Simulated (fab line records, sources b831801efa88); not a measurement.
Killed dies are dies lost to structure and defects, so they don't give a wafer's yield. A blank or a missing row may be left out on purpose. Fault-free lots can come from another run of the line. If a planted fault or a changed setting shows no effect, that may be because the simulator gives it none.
fab line records -- flow sky130
record: lots: 5, wafers: 15, last-day: 49
route steps=708 shown PAD_OPEN@701
lots untouched by any fault: they come from a run of this same line in which no faults occurred
start-h: start of the lot's first displayed wafer, in hours after the record's first day -- wait-h: hours from the lot's prior step to this one -- " as in the row above -- L1.1+2: several wafers, shown together as one row -- - no value, or no start was given -- * or withheld: withheld -- < > ~ a bound
route shown NAME@n: a module of which the file shows steps, and the number in the route of the first -- usual: mean and standard deviation over wafers with no fault -- same: alike in all rows -- chamber/n: place in a boat -- sites: per-site readings -- _std_site: the values' standard deviation -- _edge_site: the outer-site mean with the inner-site mean subtracted -- radius-mm: for every site, how far away it sits from the centre of the wafer -- mask NAME#n: copy n -- behind: the most recent tool/chamber to have shaped the wafer -- hold: why the lot went on hold/how many hours it stayed there/how the hold came to an end -- device: transistor that didn't switch, given as n, p or np -- end of line: the route-end tests of the same wafers -- where a step has no rows: the recipe by itself -- killed: count of dies lost to structure and defects at first sort (not the wafer's yield) -- map: the dies of a wafer, with x for killed, . for not killed, _ for no die there
set.NAME: the setting as run; set.NAME@STEP: as run at that earlier step -- model.NAME: the simulator's own value behind a step, which no gauge read
a table for each step, a row for each wafer; lots at some steps of the route
services: from which hour (start-h, from the record's first day; less than 0 if before it) a tool's chamber was out of use, for how many hours, and why
== steps ==
step: SKY_PAD_OPEN_ETCH_07
recipe: chemistry: CF4/O2, target-depth-nm: 725, stop-on: AlCu, source-w: 800, bias-w: 150, pressure-mtorr: 150, cf4-flow-sccm: 80, O2_flow_sccm: 10, time-s: 161.1
usual: drypump-motor-current-A: 5.7/0.43, oes-product-au: 0.977/0.0071, throttle-valve-pct: 5.964/0.01
lot.wafer,tool,chamber,start-h,wait-h,drypump-motor-current-A,oes-product-au,rf-hours-counter-h,throttle-valve-pct
L074.3,rie-diel-01,2,1091.43,-,5.6,0.978,20,5.952
L074.5,rie-diel-01,3,1091.43,-,6.3,0.973,-,5.974
L074.6,rie-diel-01,0,1091.43,-,5.4,0.984,-,5.964
L083.2,rie-diel-03,1,1134.70,-,5.7,0.982,29,5.977
L083.4,rie-diel-03,0,1134.70,-,5.9,0.970,31,5.961
L083.6,rie-diel-03,3,1134.70,-,5.7,0.965,-,5.977
L087.1,rie-diel-01,0,1158.12,-,5.4,0.975,19,5.958
L087.4,rie-diel-01,3,1158.12,-,6.3,0.983,23,5.976
L087.6,rie-diel-01,1,1158.12,-,6.5,0.980,-,5.964
L089.2,rie-diel-03,1,1164.97,-,5.7,0.971,31,5.968
L089.4,rie-diel-03,3,1164.97,-,5.7,0.976,29,5.949
L089.5,rie-diel-03,2,1164.97,-,5.3,0.975,-,5.971
L091.3,rie-diel-01,3,1172.07,-,6.3,0.977,23,5.969
L091.5,rie-diel-01,0,1172.07,-,5.4,0.978,-,5.954
L091.6,rie-diel-01,3,1172.07,-,6.3,0.982,-,5.967
step: SKY_PAD_OPEN_STRIP_08
recipe: chemistry: O2/N2, power-w: 1400, pressure-mtorr: 1500, platen-temp-c: withheld, overash-fraction: 0.7, o2-flow-sccm: 3000, n2-flow-sccm: 300
usual: drypump-motor-current-A: 5.6/0.32, oes-product-au: 0.664/0.0047, strip-time-to-endpoint-s: 37.11/0.096
lot.wafer,tool,chamber,start-h,wait-h,drypump-motor-current-A,oes-product-au,rf-hours-counter-h,strip-time-to-endpoint-s
L074.3,plasma-asher-02,0,1091.57,0.1,6.4,0.664,-,37.13
L074.5,plasma-asher-02,1,1091.57,0.1,5.2,0.663,-,37.14
L074.6,plasma-asher-02,0,1091.57,0.1,6.4,0.654,-,37.13
L083.2,plasma-asher-04,0,1134.80,0.1,5.3,0.668,40,36.95
L083.4,plasma-asher-04,1,1134.80,0.1,5.7,0.665,-,37.00
L083.6,plasma-asher-04,0,1134.80,0.1,5.3,0.663,-,36.98
L087.1,plasma-asher-04,0,1158.22,0.1,5.3,0.661,43,37.03
L087.4,plasma-asher-04,1,1158.22,0.1,5.7,0.665,-,37.05
L087.6,plasma-asher-04,1,1158.22,0.1,5.7,0.660,-,37.07
L089.2,plasma-asher-04,0,1165.07,0.1,5.3,0.670,45,37.05
L089.4,plasma-asher-04,0,1165.07,0.1,5.3,0.664,-,37.01
L089.5,plasma-asher-04,1,1165.07,0.1,5.6,0.658,-,37.07
L091.3,plasma-asher-04,0,1172.21,0.1,5.3,0.660,-,37.10
L091.5,plasma-asher-04,1,1172.21,0.1,5.7,0.653,-,37.10
L091.6,plasma-asher-04,0,1172.21,0.1,5.3,0.669,-,37.17
step: SKY_PAD_OPEN_STRIP_09
recipe: chemistry: post-etch-residue-remover, time-s: 1200, temp-c: 72.5
lot.wafer,tool,chamber,start-h,wait-h
L074.3+5+6,wet-bench-04,2,1091.64,0.0
L083.2+4+6,wet-bench-04,2,1134.90,0.1
L087.1+4+6,wet-bench-02,1,1158.32,0.1
L089.2+4+5,wet-bench-04,0,1165.22,0.1
L091.3+5+6,wet-bench-01,1,1172.27,0.0
step: SKY_PAD_OPEN_CLEAN_10
recipe: chemistry: IPA, time-s: 180, temp-c: 25
lot.wafer,tool,chamber,start-h,wait-h
L074.3+5+6,wet-bench-02,2,1092.32,0.0
L083.2+4+6,wet-bench-01,0,1135.24,0.0
L087.1+4+6,wet-bench-01,3,1158.66,0.0
L089.2+4+5,wet-bench-02,1,1165.56,0.0
L091.3+5+6,wet-bench-01,2,1172.61,0.0
step: SKY_PAD_OPEN_CLEAN_11
recipe: chemistry: O3/DIW, dry: n2-spin
lot.wafer,tool,chamber,start-h,wait-h
L074.3+5+6,wet-bench-04,2,1092.38,0.0
L083.2+4+6,wet-bench-01,0,1135.31,0.0
L087.1+4+6,wet-bench-02,3,1158.72,0.0
L089.2+4+5,wet-bench-01,1,1165.62,0.0
L091.3+5+6,wet-bench-01,2,1172.67,0.0
step: SKY_PAD_OPEN_ANNEAL_12
recipe: temp-c: 400, time-s: withheld, ambient: N2/H2, idle-temp-c: 300, ramp-up-c-per-min: 8, ramp-down-c-per-min: 4
usual: spike-tc-bottom-C: 424.4/1.8, zone-power-centre-pct: 4.94/0.23
lot.wafer,tool,chamber,start-h,wait-h,spike-tc-bottom-C,zone-power-centre-pct
L074.3,furnace-01,0,1092.56,0.0,425.7,4.81
L074.5,furnace-01,0,1092.56,0.0,424.4,4.80
L074.6,furnace-01,0,1092.56,0.0,424.2,4.80
L083.2,furnace-01,0,1136.28,0.9,423.6,4.83
L083.4,furnace-01,0,1136.28,0.9,422.0,4.70
L083.6,furnace-01,0,1136.28,0.9,423.8,4.76
L087.1,furnace-02,0,1158.81,0.0,425.1,5.24
L087.4,furnace-02,0,1158.81,0.0,425.0,5.13
L087.6,furnace-02,0,1158.81,0.0,423.9,5.21
L089.2,furnace-02,0,1165.71,0.0,426.4,5.18
L089.4,furnace-02,0,1165.71,0.0,427.0,5.20
L089.5,furnace-02,0,1165.71,0.0,425.8,5.22
L091.3,furnace-02,0,1172.76,0.0,428.1,5.20
L091.5,furnace-02,0,1172.76,0.0,426.0,5.27
L091.6,furnace-02,0,1172.76,0.0,425.3,5.35
step: SKY_PAD_OPEN_BOW_MEAS_13
recipe: mode: bow
usual: PAD_OPEN_BOW: 49/8.9
lot.wafer,tool,chamber,start-h,wait-h,PAD_OPEN_BOW[um]
L074.3,film-metro-04,-,1094.10,-,34
L074.5,film-metro-04,-,1094.10,-,51
L074.6,film-metro-04,-,1094.10,-,49
L083.2,film-metro-02,-,1137.80,-,50
L083.4,film-metro-02,-,1137.80,-,43
L083.6,film-metro-02,-,1137.80,-,51
L087.1,film-metro-04,-,1160.31,-,45
L087.4,film-metro-04,-,1160.31,-,35
L087.6,film-metro-04,-,1160.31,-,32
L089.2,film-metro-02,-,1167.23,-,34
L089.4,film-metro-02,-,1167.23,-,32
L089.5,film-metro-02,-,1167.23,-,36
L091.3,film-metro-04,-,1174.30,-,56
L091.5,film-metro-04,-,1174.30,-,39
L091.6,film-metro-04,-,1174.30,-,36
step: SKY_PAD_OPEN_PROBE_99
usual: defect-limited-yield: 82.5/2, killed_at_M0_to_M3: 43/7.1, killed_at_M4_up: 3.3/2, killed-at-contacts: 24/5.1, killed-at-front-end: 15/4.6, killed-at-other: 0.3/0.6, killed-dies: 86/9.6, killed-on-rim: 17/3.8, killed-open: 46/7.3, killed-short: 39/6.7, sort_bin_3_pad_short: 0.9/0.44, sort_bin_5_function: 10.4/1.5, sort_bin_6_memory: 6.2/1.1, sort-n-pass: 406/9.6, sort-yield-pct: 82.5/2
same: gross-dies: 492, killed-at-back-side: 0, sort_bin_4_leakage[%]: 0, sort_bin_8_speed[%]: 0
lot.wafer,tool,chamber,start-h,wait-h,defect-limited-yield[%],killed_at_M0_to_M3,killed_at_M4_up,killed-at-contacts,killed-at-front-end,killed-at-other,killed-dies,killed-on-rim,killed-open,killed-short,sort_bin_3_pad_short[%],sort_bin_5_function[%],sort_bin_6_memory[%],sort-n-pass,sort-yield-pct[%]
L074.3,prober-01,-,1094.28,0.2,80.9,41,1,31,20,1,94,17,58,35,1.4,10.8,6.9,398,80.9
L074.5,prober-01,-,1094.38,0.2,83.1,49,3,24,7,0,83,15,41,42,0.6,10.6,5.7,409,83.1
L074.6,prober-01,-,1094.43,0.2,81.7,41,4,28,17,0,90,20,53,37,0.4,11.2,6.7,402,81.7
L083.2,prober-02,-,1137.95,0.1,84.3,34,3,25,15,0,77,16,41,36,0.8,9.1,5.7,415,84.3
L083.4,prober-02,-,1138.05,0.2,82.1,44,5,22,17,0,88,21,48,40,1.2,11.6,5.1,404,82.1
L083.6,prober-02,-,1138.15,0.2,82.5,45,2,24,15,0,86,16,47,39,1.6,10.0,5.9,406,82.5
L087.1,prober-02,-,1160.43,0.1,83.7,47,2,17,14,0,80,13,42,38,0.6,10.2,5.5,412,83.7
L087.4,prober-02,-,1160.58,0.2,82.5,49,2,19,16,0,86,17,46,40,0.8,10.2,6.5,406,82.5
L087.6,prober-02,-,1160.68,0.2,85.6,39,1,24,7,0,71,10,35,36,0.8,9.1,4.5,421,85.6
L089.2,prober-02,-,1167.38,0.1,76.4,48,3,39,26,0,116,21,65,51,1.2,13.4,8.9,376,76.4
L089.4,prober-02,-,1167.48,0.2,81.3,49,3,26,13,1,92,17,55,37,0.4,12.2,6.1,400,81.3
L089.5,prober-02,-,1167.53,0.2,80.5,47,7,26,16,0,96,24,51,45,0.8,13.4,5.3,396,80.5
L091.3,prober-02,-,1174.48,0.2,84.1,42,1,16,18,1,78,12,45,31,0.6,8.7,6.5,414,84.1
L091.5,prober-02,-,1174.58,0.2,82.9,39,9,17,19,0,84,26,43,41,1.6,9.6,5.9,408,82.9
L091.6,prober-02,-,1174.63,0.2,81.9,46,1,32,10,0,89,12,54,35,1.2,8.9,7.9,403,81.9
killed by level:class
L074.3 CONTACT:geometric-particle:open=15 VIA1:geometric-particle:open=13 LI_CONTACT:geometric-particle:open=7 FIELD_ISO:geometric-particle:open=6 POLY_GATE:geometric-particle:open=5 VIA2:geometric-particle:short=5 POLY_GATE:geometric-particle:short=4 LOCAL_INTERCONNECT:geometric-particle:short=4
L074.5 VIA1:geometric-particle:open=9 VIA2:geometric-particle:open=8 LI_CONTACT:geometric-particle:open=7 LOCAL_INTERCONNECT:geometric-particle:short=6 VIA3:geometric-particle:open=6 VIA2:geometric-particle:short=6 CONTACT:geometric-particle:open=5 CONTACT:geometric-particle:short=5
L074.6 VIA2:geometric-particle:open=12 LI_CONTACT:geometric-particle:open=10 CONTACT:geometric-particle:open=7 POLY_GATE:geometric-particle:open=6 METAL1:geometric-particle:short=6 CONTACT:geometric-particle:short=5 METAL2:geometric-particle:short=5 POLY_GATE:geometric-particle:short=4
L083.2 LI_CONTACT:geometric-particle:open=11 VIA1:geometric-particle:open=10 FIELD_ISO:geometric-particle:open=5 LOCAL_INTERCONNECT:geometric-particle:short=5 POLY_GATE:geometric-particle:short=4 LI_CONTACT:geometric-particle:short=4 METAL1:geometric-particle:short=4 VIA1:geometric-particle:short=4
L083.4 VIA1:geometric-particle:open=10 METAL1:geometric-particle:short=9 LI_CONTACT:geometric-particle:open=8 CONTACT:geometric-particle:open=7 VIA3:geometric-particle:open=6 VIA2:geometric-particle:open=5 SPACER:geometric-particle:open=4 VIA2:geometric-particle:short=4
L083.6 VIA1:geometric-particle:open=12 CONTACT:geometric-particle:short=7 LI_CONTACT:geometric-particle:open=6 METAL1:geometric-particle:short=6 VIA2:geometric-particle:open=6 VIA3:geometric-particle:open=6 POLY_GATE:geometric-particle:open=5 CONTACT:geometric-particle:open=5
L087.1 VIA1:geometric-particle:open=12 METAL2:geometric-particle:short=8 CONTACT:geometric-particle:open=6 VIA2:geometric-particle:open=5 VIA3:geometric-particle:open=5 LI_CONTACT:geometric-particle:open=4 METAL1:geometric-particle:short=4 VIA1:geometric-particle:short=4
L087.4 VIA2:geometric-particle:open=10 VIA1:geometric-particle:open=9 LI_CONTACT:geometric-particle:open=8 LOCAL_INTERCONNECT:geometric-particle:short=6 METAL1:geometric-particle:short=6 METAL3:geometric-particle:short=6 POLY_CUT:geometric-particle:open=5 VIA3:geometric-particle:short=5
L087.6 METAL2:geometric-particle:short=10 CONTACT:geometric-particle:open=9 LOCAL_INTERCONNECT:geometric-particle:short=7 VIA1:geometric-particle:open=6 VIA3:geometric-particle:open=5 VIA2:geometric-particle:open=5 CONTACT:geometric-particle:short=4 METAL1:geometric-particle:short=4
L089.2 LI_CONTACT:geometric-particle:open=11 VIA2:geometric-particle:open=10 POLY_GATE:geometric-particle:open=9 CONTACT:geometric-particle:open=9 VIA1:geometric-particle:open=9 CONTACT:geometric-particle:short=8 METAL1:geometric-particle:short=7 VIA3:geometric-particle:open=5
L089.4 LI_CONTACT:geometric-particle:open=12 VIA2:geometric-particle:open=11 CONTACT:geometric-particle:open=9 VIA1:geometric-particle:open=8 VIA1:geometric-particle:short=8 METAL2:geometric-particle:short=7 POLY_GATE:geometric-particle:open=5 LI_CONTACT:geometric-particle:short=4
L089.5 VIA1:geometric-particle:open=11 VIA2:geometric-particle:open=10 CONTACT:geometric-particle:open=9 LI_CONTACT:geometric-particle:open=8 METAL4:geometric-particle:short=7 VIA1:geometric-particle:short=6 METAL2:geometric-particle:short=5 CONTACT:geometric-particle:short=5
L091.3 VIA1:geometric-particle:open=7 VIA2:geometric-particle:open=7 FIELD_ISO:geometric-particle:open=6 METAL1:geometric-particle:short=6 VIA3:geometric-particle:open=6 CONTACT:geometric-particle:open=5 METAL2:geometric-particle:short=5 LI_CONTACT:geometric-particle:short=4
L091.5 VIA1:geometric-particle:open=8 METAL4:geometric-particle:short=6 CONTACT:geometric-particle:open=6 VIA3:geometric-particle:open=6 VIA2:geometric-particle:open=5 METAL2:geometric-particle:short=4 SPACER:geometric-particle:open=4 SPACER:geometric-particle:short=4
L091.6 CONTACT:geometric-particle:open=13 VIA1:geometric-particle:open=9 VIA2:geometric-particle:open=8 LI_CONTACT:geometric-particle:open=7 VIA3:geometric-particle:open=6 METAL1:geometric-particle:short=5 VIA1:geometric-particle:short=5 CONTACT:geometric-particle:short=4
== services ==
tool,chamber,start-h,hours,kind
furnace-02,-,1104.40,2.9,pm
plasma-asher-02,-,1117.44,18.1,repair
furnace-02,-,1124.32,14.2,repair
plasma-asher-02,-,1138.53,28.1,pm
rie-diel-01,3,1143.54,4.0,repair
rie-diel-03,-,1147.68,4.3,repair
furnace-02,-,1151.85,2.9,pm
rie-diel-03,0,1168.75,26.9,repair
== key ==
fault none
